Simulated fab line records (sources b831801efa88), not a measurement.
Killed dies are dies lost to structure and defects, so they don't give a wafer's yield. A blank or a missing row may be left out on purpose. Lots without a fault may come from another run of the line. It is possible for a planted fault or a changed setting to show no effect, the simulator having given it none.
fab line records	flow sky130
record lots=10	wafers=28	last_day=50
route steps=708 shown SD_P@328 LI_CONTACT@374 LOCAL_INTERCONNECT@402 PAD_OPEN@708
lots that met no fault: from a run of the same line without faults
start_h: hours from the record's opening day to when the first of the lot's shown wafers began	wait_h: time in hours since the lot's previous step	" same as the row above	L1.1+2: a single row standing in for several wafers	- no value present, or no start provided	* or withheld: withheld	< > ~ a bound
route shown NAME@n: a module of which the file shows steps, and the number in the route of the first	usual: mean/standard deviation taken from wafers without a fault	same: alike in all rows	chamber/n: place in a boat	sites: the reading at each site	_std_site: standard deviation of those values	_edge_site: mean of outer sites minus mean of inner sites	radius_mm: for every site, how far away it sits from the centre of the wafer	mask NAME#n: copy n	behind: the last tool/chamber to shape the wafer	hold: why the lot was held/for how many hours/how that ended	device: names the non-switching transistor (n, p or np)	end of line: the tests these same wafers got at the end of their route	a step given without rows: its recipe and nothing more	killed: the dies lost at the first sort to structure and to defects; this is not the yield of the wafer	map: shows each die of a wafer: x if killed, . if not, _ if none is there
set.NAME: setting as actually run; set.NAME@STEP: the setting as run at that earlier step	model.NAME: the simulator's own value behind a step, which no gauge read
route steps across a sampled set of lots; one table per step, one row per wafer
services: the hour from which a tool's chamber was out of use, counted from the record's first day as start_h (under 0 if before that day), plus the number of hours and why
## steps
# step SKY_SD_P_OVL_MEAS_08
# usual SD_P_OVL=-0.4/1.2
lot.wafer	tool	chamber	start_h	wait_h	SD_P_OVL[nm]
L961.3	overlay-02	-	609.28	0.1	1.2
L961.5	"	-	"	"	-0.3
L961.6	"	-	"	"	0.6
L963.3	overlay-01	-	629.18	0.1	-0.9
L963.5	"	-	"	"	-0.6
L963.6	"	-	"	"	-2.0
L969.2	overlay-02	-	681.37	0.1	0.3
L969.3	"	-	"	"	-0.9
L971.2	overlay-02	-	691.67	0.1	-1.4
L971.5	"	-	"	"	-1.6
L974.2	overlay-02	-	710.87	0.1	-0.4
L974.5	"	-	"	"	-0.9
L974.6	"	-	"	"	-0.9
L975.1	overlay-02	-	717.17	0.1	-1.2
L975.2	"	-	"	"	-1.0
L975.3	"	-	"	"	-0.3
L976.2	overlay-02	-	727.09	0.1	-0.3
L976.3	"	-	"	"	1.5
L976.5	"	-	"	"	0.6
L980.4	overlay-01	-	757.63	0.1	-0.8
L980.5	"	-	"	"	-0.5
L980.6	"	-	"	"	-0.2
L981.1	overlay-02	-	762.87	0.1	-0.2
L981.3	"	-	"	"	3.4
L981.5	"	-	"	"	0.1
L982.1	overlay-01	-	776.93	0.1	0.4
L982.2	"	-	"	"	0.2
L982.5	"	-	"	"	-0.7
# step SKY_LI_CONTACT_CD_MEAS_12
# recipe target_cd_nm=170
# usual cd_nm=170.2/1.6
lot.wafer	tool	chamber	start_h	wait_h	cd_nm
L961.3	cd_sem-02	-	694.33	-	169.6
L961.5	"	-	"	"	171.5
L961.6	"	-	"	"	170.6
L963.3	cd_sem-02	-	715.67	-	169.0
L963.5	"	-	"	"	171.1
L963.6	"	-	"	"	169.4
L969.2	cd_sem-01	-	766.12	-	167.9
L969.3	"	-	"	"	168.0
L971.2	cd_sem-01	-	775.40	-	167.1
L971.5	"	-	"	"	166.6
L974.2	cd_sem-01	-	793.00	-	168.7
L974.5	"	-	"	"	169.5
L974.6	"	-	"	"	169.2
L975.1	cd_sem-01	-	799.18	-	171.4
L975.2	"	-	"	"	169.7
L975.3	"	-	"	"	171.5
L976.2	cd_sem-02	-	810.92	-	171.5
L976.3	"	-	"	"	172.1
L976.5	"	-	"	"	170.1
L980.4	cd_sem-02	-	839.79	-	172.9
L980.5	"	-	"	"	172.9
L980.6	"	-	"	"	171.9
L981.1	cd_sem-01	-	843.70	-	171.7
L981.3	"	-	"	"	171.0
L981.5	"	-	"	"	170.2
L982.1	cd_sem-02	-	857.35	-	168.1
L982.2	"	-	"	"	167.3
L982.5	"	-	"	"	166.7
# step SKY_LI_CONTACT_CVD_21
# recipe material=W	target_thk_nm=400	time_s=120.56	temp_c=400	pressure_torr=40
# usual chamber_pressure_Torr=40.00/0.098	heater_power_w=750/59	susceptor_temp_C=399.96/0.22
lot.wafer	tool	chamber	start_h	wait_h	chamber_pressure_Torr	heater_power_w	since_wet_clean_h	susceptor_temp_C
L961.3	cvd_w-02	1	695.07	0.1	40.05	793	-	399.99
L961.5	"	1	"	"	40.09	798	-	399.92
L961.6	"	0	"	"	40.12	666	-	400.29
L963.3	cvd_w-01	0	716.39	0.1	40.04	821	-	399.93
L963.5	"	0	"	"	40.12	806	-	400.03
L963.6	"	1	"	"	39.99	709	-	399.87
L969.2	cvd_w-01	1	766.83	0.0	40.04	683	863	400.17
L969.3	"	1	"	"	39.86	708	-	400.13
L971.2	cvd_w-01	0	776.09	0.0	40.05	819	872	400.13
L971.5	"	1	"	"	40.06	713	-	399.98
L974.2	cvd_w-02	0	793.69	0.0	39.94	679	390	399.76
L974.5	"	0	"	"	39.96	657	-	400.01
L974.6	"	1	"	"	39.85	801	-	400.01
L975.1	cvd_w-02	0	799.89	0.0	40.13	661	396	399.71
L975.2	"	1	"	"	39.92	805	396	399.87
L975.3	"	0	"	"	39.98	682	-	400.12
L976.2	cvd_w-02	0	811.62	0.0	40.05	689	408	399.75
L976.3	"	1	"	"	40.03	795	-	399.77
L976.5	"	0	"	"	40.05	678	-	399.94
L980.4	cvd_w-01	1	840.50	0.1	40.04	711	-	400.05
L980.5	"	0	"	"	40.03	818	-	399.96
L980.6	"	1	"	"	40.02	723	-	399.72
L981.1	cvd_w-02	0	844.45	0.0	40.03	689	440	400.23
L981.3	"	0	"	"	39.91	699	-	399.86
L981.5	"	1	"	"	40.12	793	-	399.98
L982.1	cvd_w-02	1	858.06	0.0	40.13	818	454	399.62
L982.2	"	0	"	"	40.13	692	454	399.90
L982.5	"	1	"	"	40.04	799	-	399.30
# step SKY_LI_CONTACT_RS_MEAS_22
# recipe thk_meas_gauge=four-point-probe	reads=W_of_LI_CONTACT_CVD_21+TiN_of_LI_CONTACT_SPUTTER_20+Ti_of_LI_CONTACT_SPUTTER_19
# usual LI_CONTACT_W_RS=0.2850/0.0027
lot.wafer	tool	chamber	start_h	wait_h	hold	LI_CONTACT_W_RS[ohm/sq]
L961.3	film_metro-03	-	695.19	0.1	-	0.2877
L961.5	"	-	"	"	-	0.2847
L961.6	"	-	"	"	-	0.2857
L963.3	film_metro-02	-	716.51	0.1	-	0.2841
L963.5	"	-	"	"	-	0.2885
L963.6	"	-	"	"	-	0.2854
L969.2	film_metro-04	-	766.98	0.1	await_dispo/0.2h/release	0.3850
L969.3	"	-	"	"	await_dispo/0.2h/release	0.2865
L969.2	film_metro-04	-	767.27	0.3	-	0.3857
L969.3	"	-	"	"	-	0.2864
L971.2	film_metro-04	-	776.24	0.1	await_dispo/0.2h/release	0.3814
L971.5	"	-	"	"	await_dispo/0.2h/release	0.3856
L971.2	film_metro-04	-	776.53	0.3	-	0.3819
L971.5	"	-	"	"	-	0.3850
L974.2	film_metro-02	-	793.84	0.1	-	0.2827
L974.5	"	-	"	"	-	0.2820
L974.6	"	-	"	"	-	0.2891
L975.1	film_metro-02	-	800.02	0.1	-	0.2833
L975.2	"	-	"	"	-	0.2886
L975.3	"	-	"	"	-	0.2836
L976.2	film_metro-03	-	811.76	0.1	-	0.2883
L976.3	"	-	"	"	-	0.2878
L976.5	"	-	"	"	-	0.2875
L980.4	film_metro-04	-	840.65	0.1	-	0.2885
L980.5	"	-	"	"	-	0.2843
L980.6	"	-	"	"	-	0.2894
L981.1	film_metro-02	-	844.58	0.1	-	0.2819
L981.3	"	-	"	"	-	0.2825
L981.5	"	-	"	"	-	0.2858
L982.1	film_metro-04	-	858.19	0.1	-	0.2888
L982.2	"	-	"	"	-	0.2894
L982.5	"	-	"	"	-	0.2873
# step SKY_LI_CONTACT_THK_MEAS_23
# recipe thk_meas_gauge=xrf	reads=W_of_LI_CONTACT_CVD_21
# usual LI_CONTACT_W_THK=397/5.9
lot.wafer	tool	chamber	start_h	wait_h	hold	LI_CONTACT_W_THK[nm]
L961.3	film_metro-03	-	695.29	0.1	-	403
L961.5	"	-	"	"	-	407
L961.6	"	-	"	"	-	404
L963.3	film_metro-02	-	716.61	0.1	-	398
L963.5	"	-	"	"	-	387
L963.6	"	-	"	"	-	396
L969.2	film_metro-04	-	768.49	1.2	await_dispo/0.2h/release	296
L969.3	"	-	"	"	await_dispo/0.2h/release	398
L969.2	film_metro-04	-	768.72	0.2	-	295
L969.3	"	-	"	"	-	397
L971.2	film_metro-04	-	778.76	2.2	await_dispo/0.2h/release	299
L971.5	"	-	"	"	await_dispo/0.2h/release	296
L971.2	film_metro-04	-	778.98	0.2	-	298
L971.5	"	-	"	"	-	295
L974.2	film_metro-02	-	793.95	0.1	-	401
L974.5	"	-	"	"	-	401
L974.6	"	-	"	"	-	393
L975.1	film_metro-02	-	800.14	0.1	-	399
L975.2	"	-	"	"	-	391
L975.3	"	-	"	"	-	399
L976.2	film_metro-03	-	811.87	0.1	-	398
L976.3	"	-	"	"	-	402
L976.5	"	-	"	"	-	402
L980.4	film_metro-04	-	840.74	0.1	-	390
L980.5	"	-	"	"	-	394
L980.6	"	-	"	"	-	390
L981.1	film_metro-02	-	844.70	0.1	-	400
L981.3	"	-	"	"	-	403
L981.5	"	-	"	"	-	396
L982.1	film_metro-04	-	858.31	0.1	-	392
L982.2	"	-	"	"	-	390
L982.5	"	-	"	"	-	394
# step SKY_LI_CONTACT_CMP_24
# recipe stop_on=PSG	t_overpolish_s=20	down_force_psi=3.5	platen_rpm=60	target_thk_nm=0	pad_velocity_m_s=0.94248
# usual edge_zone_pressure_frac=1.000/0.0051	motor_current_A=11.5/1.3	time_to_endpoint_s=94/3.3
lot.wafer	tool	chamber	start_h	wait_h	hold	edge_zone_pressure_frac	motor_current_A	time_to_endpoint_s
L961.3	cmp-01	2	695.33	0.0	-	0.993	12.6	91
L961.6	"	2	"	"	-	1.002	12.4	93
L961.5	"	3	"	"	-	1.002	10.4	95
L963.3	cmp-01	1	716.65	0.0	-	0.990	8.6	91
L963.6	"	1	"	"	-	0.994	8.5	93
L963.5	"	2	"	"	-	0.995	12.4	90
L969.3	cmp-01	3	771.87	3.1	await_dispo/2.3h/release	1.003	11.3	94
L969.2	"	0	"	"	await_dispo/2.3h/release	1.006	12.7	67
L971.2	cmp-01	3	781.13	2.1	await_dispo/2.0h/release	1.001	11.3	72
L971.5	"	2	"	"	await_dispo/2.0h/release	1.004	12.0	67
L974.2	cmp-02	3	794.29	0.3	-	0.994	12.1	96
L974.5	"	0	"	"	-	1.002	11.7	100
L974.6	"	1	"	"	-	1.005	12.3	90
L975.1	cmp-02	1	800.20	0.1	-	1.000	11.2	90
L975.2	"	2	"	"	-	1.003	11.6	92
L975.3	"	0	"	"	-	1.002	11.3	95
L976.3	cmp-01	1	812.02	0.1	-	1.002	8.8	95
L976.2	"	2	"	"	-	0.996	11.5	94
L976.5	"	0	"	"	-	1.004	12.5	90
L980.4	cmp-01	2	840.82	0.1	-	1.006	12.0	90
L980.6	"	1	"	"	-	1.009	8.4	90
L980.5	"	2	"	"	-	1.003	12.8	92
L981.1	cmp-01	2	844.86	0.1	-	0.996	12.4	95
L981.3	"	3	"	"	-	0.992	10.6	101
L981.5	"	0	"	"	-	0.997	12.8	92
L982.2	cmp-02	1	858.37	0.0	-	0.994	11.6	89
L982.1	"	2	"	"	-	1.002	11.8	93
L982.5	"	1	"	"	-	0.998	12.2	89
# step SKY_LOCAL_INTERCONNECT_STRIP_15
# recipe chemistry=O2/N2	power_w=1400	pressure_mtorr=1500	platen_temp_c=withheld	o2_flow_sccm=3000	n2_flow_sccm=300	overash_fraction=0.5
# usual drypump_motor_current_A=5.7/0.5	n2_flow_sccm=300.3/0.9	o2_flow_sccm=3000/9.4	oes_product_au=0.427/0.0045	strip_time_to_endpoint_s=4.719/0.021
lot.wafer	tool	chamber	start_h	wait_h	drypump_motor_current_A	n2_flow_sccm	o2_flow_sccm	oes_product_au	rf_hours_counter_h	strip_time_to_endpoint_s
L961.3	plasma_asher-02	1	724.41	0.1	5.8	298.5	2984	0.434	-	4.738
L961.5	"	0	"	"	6.5	299.9	2997	0.429	-	4.726
L961.6	"	1	"	"	5.7	299.1	3003	0.434	-	4.702
L963.3	plasma_asher-01	0	745.01	0.1	5.0	300.2	2985	0.430	-	4.697
L963.5	"	0	"	"	5.0	299.4	2989	0.426	-	4.720
L963.6	"	1	"	"	4.8	300.3	3002	0.429	-	4.706
L969.2	plasma_asher-04	0	794.47	0.0	5.6	300.7	2994	0.427	100	4.685
L969.3	"	1	"	"	6.0	300.6	3000	0.428	-	4.678
L971.2	plasma_asher-02	1	803.98	0.0	5.8	300.0	2988	0.422	31	4.712
L971.5	"	1	"	"	5.7	300.4	2999	0.431	-	4.719
L974.2	plasma_asher-04	1	821.62	0.0	6.0	299.3	2999	0.428	102	4.710
L974.5	"	1	"	"	6.0	300.8	2998	0.426	-	4.743
L974.6	"	0	"	"	5.7	300.6	2992	0.421	-	4.711
L975.1	plasma_asher-04	1	827.72	0.0	5.9	299.2	2996	0.428	103	4.737
L975.2	"	0	"	"	5.6	300.3	2992	0.425	103	4.723
L975.3	"	0	"	"	5.6	300.1	2992	0.423	-	4.722
L976.2	plasma_asher-01	1	839.98	0.0	4.8	301.3	3006	0.423	73	4.702
L976.3	"	1	"	"	4.8	300.4	3003	0.428	-	4.703
L976.5	"	0	"	"	5.0	300.8	3006	0.428	-	4.735
L980.4	plasma_asher-01	1	866.76	0.1	4.8	301.3	2995	0.423	-	4.714
L980.5	"	1	"	"	4.8	301.2	3003	0.424	-	4.746
L980.6	"	0	"	"	5.0	299.0	3005	0.430	-	4.691
L981.1	plasma_asher-02	1	870.62	0.0	5.8	301.4	3013	0.418	38	4.682
L981.3	"	1	"	"	5.8	300.5	2991	0.426	-	4.715
L981.5	"	0	"	"	6.5	300.6	2987	0.423	-	4.680
L982.1	plasma_asher-04	1	884.38	0.0	6.0	300.2	3013	0.425	109	4.739
L982.2	"	0	"	"	5.6	299.5	2989	0.435	109	4.728
L982.5	"	1	"	"	6.0	299.1	3009	0.428	-	4.765
# step SKY_PAD_OPEN_PROBE_99
# usual killed_at_M0_to_M3=43/7.7	killed_at_M4_up=3.1/1.7	killed_at_contacts=23/4.8	killed_at_front_end=15/4.5	killed_at_other=0.3/0.58	killed_dies=85/10	killed_open=46/7.5	killed_short=38/6.5
# same gross_dies=492	killed_at_back_side=0
lot.wafer	tool	chamber	start_h	wait_h	killed_at_M0_to_M3	killed_at_M4_up	killed_at_contacts	killed_at_front_end	killed_at_other	killed_dies	killed_open	killed_short
L961.3	prober-01	-	1087.79	0.2	53	2	17	8	0	80	41	39
L961.5	prober-01	-	1087.89	0.2	43	0	27	8	0	78	45	33
L961.6	prober-01	-	1087.94	0.2	42	2	20	14	0	78	51	27
L963.3	prober-02	-	1103.52	0.2	40	2	18	11	3	74	31	40
L963.5	prober-02	-	1103.62	0.2	38	4	21	19	0	82	36	46
L963.6	prober-02	-	1103.67	0.2	44	3	21	12	1	81	36	44
L969.2	prober-01	-	1140.53	0.1	38	1	27	14	0	80	42	38
L969.3	prober-01	-	1140.58	0.2	28	3	18	13	0	62	31	31
L971.2	prober-02	-	1152.47	0.1	48	0	22	17	1	88	53	35
L971.5	prober-02	-	1152.62	0.2	44	2	30	17	0	93	50	43
L974.2	prober-01	-	1159.68	0.1	45	4	20	25	1	95	45	50
L974.5	prober-01	-	1159.83	0.2	40	4	27	15	0	86	51	35
L974.6	prober-01	-	1159.88	0.2	39	3	17	19	0	78	47	31
L975.1	prober-02	-	1164.04	0.1	49	4	22	6	1	82	37	45
L975.2	prober-02	-	1164.09	0.1	41	6	19	11	2	79	43	36
L975.3	prober-02	-	1164.14	0.2	44	1	23	17	0	85	42	43
L976.2	prober-01	-	1173.73	0.1	35	4	22	15	1	77	46	31
L976.3	prober-01	-	1173.78	0.2	50	1	23	15	1	90	49	41
L976.5	prober-01	-	1173.88	0.2	38	3	23	19	1	84	46	38
L980.4	prober-01	-	1191.50	0.2	35	2	32	15	0	84	43	41
L980.5	prober-01	-	1191.55	0.2	36	3	31	9	0	79	51	28
L980.6	prober-01	-	1191.60	0.2	45	6	16	10	0	77	48	29
L981.1	prober-02	-	1193.62	0.1	49	4	25	15	0	93	46	47
L981.3	prober-02	-	1193.72	0.2	36	3	27	25	0	91	54	37
L981.5	prober-02	-	1193.82	0.2	35	1	20	13	0	69	44	25
L982.1	prober-01	-	1199.20	0.1	32	3	27	14	0	76	38	35
L982.2	prober-01	-	1199.25	0.1	60	4	32	17	1	114	62	50
L982.5	prober-01	-	1199.40	0.2	44	2	14	9	1	70	42	26
# killed by level:class
L961.3 VIA1:geometric_particle:open=9 LI_CONTACT:geometric_particle:open=8 METAL1:geometric_particle:short=8 VIA1:geometric_particle:short=7 VIA3:geometric_particle:open=7 VIA2:geometric_particle:open=6 FIELD_ISO:geometric_particle:short=5 CONTACT:geometric_particle:short=5
L961.5 VIA1:geometric_particle:open=17 CONTACT:geometric_particle:open=11 METAL2:geometric_particle:short=7 LI_CONTACT:geometric_particle:open=6 CONTACT:geometric_particle:short=5 FIELD_ISO:geometric_particle:short=4 VIA1:geometric_particle:short=4 VIA3:geometric_particle:open=4
L961.6 VIA1:geometric_particle:open=11 CONTACT:geometric_particle:open=9 FIELD_ISO:geometric_particle:open=7 VIA3:geometric_particle:open=7 VIA2:geometric_particle:open=6 METAL2:geometric_particle:short=6 LI_CONTACT:geometric_particle:open=5 FIELD_ISO:geometric_particle:short=3
L963.3 METAL1:geometric_particle:short=7 VIA1:geometric_particle:short=6 METAL2:geometric_particle:short=6 FIELD_ISO:geometric_particle:open=5 LI_CONTACT:geometric_particle:open=5 LOCAL_INTERCONNECT:geometric_particle:short=4 CONTACT:geometric_particle:short=4 CONTACT:geometric_particle:open=4
L963.5 METAL1:geometric_particle:short=8 CONTACT:geometric_particle:short=7 FIELD_ISO:geometric_particle:open=6 POLY_GATE:geometric_particle:short=5 CONTACT:geometric_particle:open=5 VIA1:geometric_particle:short=5 LOCAL_INTERCONNECT:geometric_particle:short=4 VIA1:geometric_particle:open=4
L963.6 METAL1:geometric_particle:short=9 VIA1:geometric_particle:open=7 METAL2:geometric_particle:short=7 LI_CONTACT:geometric_particle:short=5 CONTACT:geometric_particle:open=5 VIA2:geometric_particle:open=5 LI_CONTACT:geometric_particle:open=4 VIA1:geometric_particle:short=4
L969.2 CONTACT:geometric_particle:open=11 LI_CONTACT:geometric_particle:open=9 METAL1:geometric_particle:short=6 POLY_GATE:geometric_particle:open=5 VIA1:geometric_particle:open=5 VIA2:geometric_particle:open=5 POLY_GATE:geometric_particle:short=4 VIA1:geometric_particle:short=4
L969.3 VIA1:geometric_particle:open=7 CONTACT:geometric_particle:open=6 CONTACT:geometric_particle:short=6 POLY_GATE:geometric_particle:open=5 VIA3:geometric_particle:open=5 POLY_GATE:geometric_particle:short=4 METAL2:geometric_particle:short=4 LI_CONTACT:geometric_particle:short=3
L971.2 VIA1:geometric_particle:open=14 CONTACT:geometric_particle:open=8 VIA3:geometric_particle:open=7 METAL2:geometric_particle:short=6 POLY_GATE:geometric_particle:short=5 CONTACT:geometric_particle:short=5 VIA1:geometric_particle:short=5 VIA2:geometric_particle:open=5
L971.5 LI_CONTACT:geometric_particle:open=11 VIA3:geometric_particle:open=10 CONTACT:geometric_particle:open=7 CONTACT:geometric_particle:short=7 VIA1:geometric_particle:open=7 METAL1:geometric_particle:short=6 VIA2:geometric_particle:short=6 VIA2:geometric_particle:open=5
L974.2 VIA1:geometric_particle:open=10 FIELD_ISO:geometric_particle:short=9 POLY_GATE:geometric_particle:short=8 CONTACT:geometric_particle:open=7 VIA2:geometric_particle:open=6 VIA3:geometric_particle:open=6 CONTACT:geometric_particle:short=5 VIA1:geometric_particle:short=5
L974.5 CONTACT:geometric_particle:open=11 VIA1:geometric_particle:open=11 POLY_GATE:geometric_particle:open=8 VIA3:geometric_particle:open=8 LOCAL_INTERCONNECT:geometric_particle:short=6 METAL1:geometric_particle:short=6 VIA2:geometric_particle:short=5 LI_CONTACT:geometric_particle:open=4
L974.6 VIA3:geometric_particle:open=12 VIA1:geometric_particle:open=10 LI_CONTACT:geometric_particle:open=8 FIELD_ISO:geometric_particle:short=6 POLY_GATE:geometric_particle:open=4 FIELD_ISO:geometric_particle:open=3 POLY_GATE:geometric_particle:short=3 LI_CONTACT:geometric_particle:short=3
L975.1 VIA3:geometric_particle:open=12 VIA1:geometric_particle:open=8 METAL2:geometric_particle:short=7 CONTACT:geometric_particle:short=7 VIA1:geometric_particle:short=7 CONTACT:geometric_particle:open=5 METAL4:geometric_particle:short=4 LI_CONTACT:geometric_particle:open=4
L975.2 VIA1:geometric_particle:open=12 LI_CONTACT:geometric_particle:open=9 METAL2:geometric_particle:short=8 VIA3:geometric_particle:open=8 METAL4:geometric_particle:short=6 LOCAL_INTERCONNECT:geometric_particle:short=4 CONTACT:geometric_particle:open=4 VIA1:geometric_particle:short=4
L975.3 METAL2:geometric_particle:short=10 CONTACT:geometric_particle:open=9 METAL1:geometric_particle:short=9 FIELD_ISO:geometric_particle:open=7 LI_CONTACT:geometric_particle:open=7 VIA3:geometric_particle:open=7 VIA2:geometric_particle:open=5 FIELD_ISO:geometric_particle:short=4
L976.2 METAL1:geometric_particle:short=9 LI_CONTACT:geometric_particle:open=8 CONTACT:geometric_particle:open=8 VIA1:geometric_particle:open=7 FIELD_ISO:geometric_particle:open=6 METAL2:geometric_particle:short=5 LOCAL_INTERCONNECT:geometric_particle:short=4 FIELD_ISO:geometric_particle:short=3
L976.3 VIA1:geometric_particle:open=11 CONTACT:geometric_particle:open=9 LI_CONTACT:geometric_particle:open=7 METAL1:geometric_particle:short=7 METAL3:geometric_particle:short=6 VIA1:geometric_particle:short=5 VIA3:geometric_particle:open=5 VIA3:geometric_particle:short=4
L976.5 VIA2:geometric_particle:open=12 VIA3:geometric_particle:open=8 LI_CONTACT:geometric_particle:open=7 LOCAL_INTERCONNECT:geometric_particle:short=6 METAL2:geometric_particle:short=5 FIELD_ISO:geometric_particle:open=4 FIELD_ISO:geometric_particle:short=4 SPACER:geometric_particle:short=4
L980.4 CONTACT:geometric_particle:open=12 VIA1:geometric_particle:open=10 LI_CONTACT:geometric_particle:open=8 FIELD_ISO:geometric_particle:short=7 METAL1:geometric_particle:short=6 CONTACT:geometric_particle:short=5 METAL2:geometric_particle:short=5 LOCAL_INTERCONNECT:geometric_particle:short=4
L980.5 CONTACT:geometric_particle:open=16 METAL1:geometric_particle:short=11 LI_CONTACT:geometric_particle:open=10 VIA3:geometric_particle:open=5 POLY_GATE:geometric_particle:open=4 VIA1:geometric_particle:open=4 VIA3:geometric_particle:short=4 VIA1:geometric_particle:short=3
L980.6 VIA1:geometric_particle:open=12 VIA3:geometric_particle:open=8 LI_CONTACT:geometric_particle:open=6 VIA2:geometric_particle:open=6 METAL3:geometric_particle:short=5 METAL2:geometric_particle:short=5 LOCAL_INTERCONNECT:geometric_particle:short=4 METAL4:geometric_particle:open=4
L981.1 CONTACT:geometric_particle:open=13 METAL1:geometric_particle:short=8 VIA1:geometric_particle:open=7 FIELD_ISO:geometric_particle:short=6 METAL2:geometric_particle:short=6 LI_CONTACT:geometric_particle:open=5 METAL2:geometric_particle:open=5 VIA2:geometric_particle:open=5
L981.3 CONTACT:geometric_particle:open=11 VIA1:geometric_particle:open=10 FIELD_ISO:geometric_particle:open=6 VIA2:geometric_particle:open=6 VIA3:geometric_particle:open=6 FIELD_ISO:geometric_particle:short=5 POLY_GATE:geometric_particle:short=5 LI_CONTACT:geometric_particle:open=4
L981.5 VIA2:geometric_particle:open=11 LI_CONTACT:geometric_particle:open=7 CONTACT:geometric_particle:open=7 METAL2:geometric_particle:short=7 POLY_GATE:geometric_particle:open=4 VIA3:geometric_particle:open=4 LI_CONTACT:geometric_particle:short=3 VIA1:geometric_particle:open=3
L982.1 VIA1:geometric_particle:open=9 CONTACT:geometric_particle:open=8 CONTACT:geometric_particle:short=6 LI_CONTACT:geometric_particle:open=6 VIA3:geometric_particle:open=4 FIELD_ISO:geometric_particle:open=3 FIELD_ISO:geometric_particle:short=3 LI_CONTACT:geometric_particle:short=3
L982.2 VIA1:geometric_particle:open=14 LI_CONTACT:geometric_particle:open=13 VIA2:geometric_particle:open=10 VIA2:geometric_particle:short=8 CONTACT:geometric_particle:open=7 METAL1:geometric_particle:short=6 CONTACT:geometric_particle:short=5 LOCAL_INTERCONNECT:geometric_particle:short=4
L982.5 VIA1:geometric_particle:open=14 CONTACT:geometric_particle:open=9 VIA2:geometric_particle:open=8 METAL2:geometric_particle:short=7 POLY_GATE:geometric_particle:short=3 POLY_GATE:geometric_particle:open=3 METAL1:geometric_particle:short=3 VIA1:geometric_particle:short=3
## services
tool	chamber	start_h	hours	kind
cmp-01	-	676.05	0.6	repair
plasma_asher-01	-	676.49	2.8	pm
cmp-01	-	680.53	0.2	repair
cmp-01	-	681.30	2.6	repair
plasma_asher-01	-	690.03	4.9	repair
cmp-01	-	706.03	0.3	repair
plasma_asher-01	-	708.49	2.0	repair
plasma_asher-04	-	714.13	0.5	repair
cvd_w-01	-	717.89	6.9	pm
plasma_asher-02	-	741.02	45.4	pm
cmp-01	-	744.26	4.0	pm
cmp-01	-	748.26	-	consumable_replace:conditioner
cmp-01	-	748.26	-	consumable_replace:pad
cmp-02	-	754.58	13.4	pm
cmp-01	-	768.22	3.5	pm
cmp-02	-	779.32	2.6	repair
cmp-01	-	792.67	9.6	pm
plasma_asher-02	-	837.87	0.9	repair
cvd_w-01	-	861.03	1.5	repair
cmp-02	-	865.27	7.5	pm
plasma_asher-01	-	879.74	0.4	repair
cmp-02	-	880.08	1.1	repair
cmp-02	-	884.18	3.6	pm
## key
first_sign step=SKY_LI_CONTACT_RS_MEAS_22	reading=visit	direction=added
effect step=SKY_LI_CONTACT_RS_MEAS_22	reading=LI_CONTACT_W_RS	direction=up	sigmas=37	usual=0.2850	struck=0.3840
effect step=SKY_LI_CONTACT_THK_MEAS_23	reading=visit	direction=added
effect step=SKY_LI_CONTACT_THK_MEAS_23	reading=LI_CONTACT_W_THK	direction=down	sigmas=17	usual=397	struck=297
effect step=SKY_LI_CONTACT_CMP_24	reading=time_to_endpoint_s	direction=down	sigmas=7.7	usual=*	struck=*
met_at SKY_LI_CONTACT_CVD_21
struck_lots L969,L971
struck_wafers L969.2,L971.2,L971.5
tester_left_out L969,L971
not_acting_at SKY_SD_P_OVL_MEAS_08,SKY_LI_CONTACT_CD_MEAS_12,SKY_LOCAL_INTERCONNECT_STRIP_15
onset_between 716.39 766.83
fault kind=process_parameter_drift	tool=cvd_w-01	chamber=-	onset_h=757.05	steps=SKY_LI_CONTACT_CVD_21	channel=target_thk_nm	offset=-105.75	shape=step	end_h=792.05	scope=struck_wafers_only	acts_in=these_recipes_only	stated=400
# tester_left_out: of these lots the tester's yield and bins aren't shown, on N5 and GAA mostly nor the transistor test; their killed dies are dies lost to structure and defects alone, not to doping, threshold or leakage, so they don't give the yield
